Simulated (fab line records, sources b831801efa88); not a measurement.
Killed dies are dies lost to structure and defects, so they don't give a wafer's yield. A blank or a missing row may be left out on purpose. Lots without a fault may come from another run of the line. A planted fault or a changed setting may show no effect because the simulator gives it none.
Problem report in the 8D (eight disciplines) form, filled by code | flow sfq_line | the parts of the form that need people (team, actions taken, sign-off) are left out

1. THE PROBLEM
time_to_endpoint_s at SFQ_TRILAYER_I0_CMP_CMP_028 reads a mean of 254 s on 3 wafers of 2 lots; wafers without a fault read 215 s with a standard deviation of 6.4. That is +6.1 standard deviations from the usual mean.
The step: polishes SiO2.
First seen on wafer L426.3, day 16 11:47, on cmp-01. The record holds 42 wafers of 14 lots with a number at this step. Rule for "out", or "out of limits": more than 4 standard deviations from the usual mean. The other wafers with a number count as sound.

2. WHAT IT IS AND WHAT IT IS NOT
question                    | is                     | is not
which readings at this step | time_to_endpoint_s     | motor_current_A
which lots                  | L426, L427             | L415, L416, L417, L418, L420, L421, L424, L430, L433, L435, L436, L437
which wafers of those lots  | L426.3, L426.5, L427.1 | L426.2, L427.5, L427.6
read on which tools         | cmp-01                 | cmp-02
when                        | from day 16 11:47      | up to then (21 sound wafers); but 18 sound wafers of L426, L427, L430, L433, L435, L436, L437 came after

3. SUSPECTS, AND WHAT RULES EACH OUT
Counting: a tool at a process step up to the reading stays a suspect if it ran every lot that is out. Sound lots after the first of them don't rule it out here, since some wafers of a struck lot are sound.
- cmp-01 at SFQ_TRILAYER_I0_CMP_CMP_028 (polishes SiO2): kept. It ran every lot that is out, first L426 (day 16 11:47); its last sound lot up to then is L424 (day 15 18:01). Its own readings are out on those wafers: time_to_endpoint_s.
- Within cmp-01 at SFQ_TRILAYER_I0_CMP_CMP_028: the wafers that are out ran in chamber 0; their sound lot-mates ran in chambers 1, 2, 3.
Left after counting: cmp-01 at SFQ_TRILAYER_I0_CMP_CMP_028.

4. THE CAUSE (what the simulator had put in)
Process parameter drift: cmp-01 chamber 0, from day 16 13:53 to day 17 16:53, at SFQ_TRILAYER_I0_CMP_CMP_028. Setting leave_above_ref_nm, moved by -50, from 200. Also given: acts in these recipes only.
Counting left only this tool.

5. THE CHAIN OF EFFECTS, in route order
Each row: a reading whose mean over the struck wafers that have a number lies more than 3 standard deviations from the usual. Only readings for which the record gives a usual standard deviation are gone through. hours: the time from each lot's start at the first step in this table that gives one to its start at this step, as a median over the lots. sigmas: the change in usual standard deviations.
hours | step                                  | reading            | usual      | on struck wafers | change | sigmas
0     | SFQ_TRILAYER_I0_CMP_CMP_028           | time_to_endpoint_s | 215 s      | 254              | +39    | +6.1
2     | SFQ_TRILAYER_I0_METRO_MEASURE_029     | thk_nm             | 200.0 nm   | 151.2            | -48.8  | -55
164   | SFQ_TRILAYER_I0_VIA_ETCH_VIA_ETCH_034 | oes_product_au     | 0.854 a.u. | 0.737            | -0.117 | -24
The process steps in it:
- SFQ_TRILAYER_I0_CMP_CMP_028: polishes SiO2.
- SFQ_TRILAYER_I0_METRO_MEASURE_029
- SFQ_TRILAYER_I0_VIA_ETCH_VIA_ETCH_034: etches SiO2 in CHF3, stops on Nb, target depth 260 nm.

6. WHAT WOULD HAVE CAUGHT IT SOONER
In this record the first reading out of limits was taken at day 16 11:47.
